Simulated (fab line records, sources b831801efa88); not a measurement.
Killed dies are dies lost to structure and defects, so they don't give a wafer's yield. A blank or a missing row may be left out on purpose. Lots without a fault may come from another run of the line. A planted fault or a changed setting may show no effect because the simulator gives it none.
One fault seen from 2 desks | flow gf180mcu | each desk has only its own numbers; what lay behind them comes last

THE TOOL OWNER'S DESK: cvd_w-02
The tool's own readings at GF_V5_CVD_23 (deposits W, target thk 350 nm, time 104.9 s): means of the sampled wafers that have a number, for each lot that ran on this tool. A lot is out of limits, marked OUT, if its mean lies more than 4 standard deviations from the usual mean; the brackets give that distance.
Columns: A = heater_power_w at GF_V5_CVD_23, usual 840 W
lot  | first seen here | A
L212 | day 27 04:35    | 755
L213 | day 27 13:52    | 817
L215 | day 28 11:40    | 768
L217 | day 29 15:15    | 770
L218 | day 30 03:27    | 807
L227 | day 32 03:20    | 804
This desk's finding: nothing out of limits on any of the 6 lots.

THE METROLOGY DESK
What the gauges read, lot by lot, whatever tool the lot ran on: means of the sampled wafers that have a number. A lot is out of limits, marked OUT, if its mean lies more than 4 standard deviations from the usual mean; the brackets give that distance.
Columns: A = MIM_ALCU_THK at GF_MIM_THK_MEAS_11, usual 198.2 nm; B = V5_OVL at GF_V5_OVL_MEAS_15, usual -3 nm; C = V5_W_RS at GF_V5_RS_MEAS_24, usual 0.325 ohm/sq; D = V5_W_THK at GF_V5_THK_MEAS_25, usual 344 nm
lot  | first seen here | A     | B   | C                | D
L211 | day 24 05:03    | 196.7 | -0  | 0.328            | 338
L212 | day 24 11:10    | 196.5 | -1  | 0.331            | 338
L213 | day 24 21:02    | 199.8 | 1   | 0.332            | 334
L215 | day 25 20:53    | 199.3 | -10 | 0.327            | 346
L217 | day 27 03:20    | 197.6 | -0  | 0.329            | 337
L219 | day 27 12:27    | 196.6 | -4  | 0.323            | 344
L218 | day 27 15:17    | 202.3 | 2   | 0.325            | 344
L227 | day 29 19:24    | 196.6 | 2   | 0.356 (+8.5) OUT | 318 (-5.1) OUT
L228 | day 29 19:54    | 197.0 | -4  | 0.321            | 350
L231 | day 30 16:56    | 201.6 | -5  | 0.323            | 343
L233 | day 31 02:35    | 201.5 | -11 | 0.326            | 340
This desk's finding: out of limits on L227; first on L227, day 32 03:28 (V5_W_RS at GF_V5_RS_MEAS_24). In limits: L211, L212, L213, L215, L217, L219, L218, L228, L231, L233.

PUT TOGETHER
The metrology desk could have raised an alarm at day 32 03:28, on L227.
The tool owner's desk saw nothing out of limits.
The tool owner's desk has L227 on record, within its limits.
Of the lots named, all ran GF_V5_CVD_23 on cvd_w-02.

WHAT THE SIMULATOR HAD PUT IN
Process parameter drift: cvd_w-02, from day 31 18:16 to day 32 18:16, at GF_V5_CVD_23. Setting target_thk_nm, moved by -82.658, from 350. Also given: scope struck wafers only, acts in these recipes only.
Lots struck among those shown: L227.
Hours from the fault's start to each desk's first reading out of limits: the metrology desk, 9.
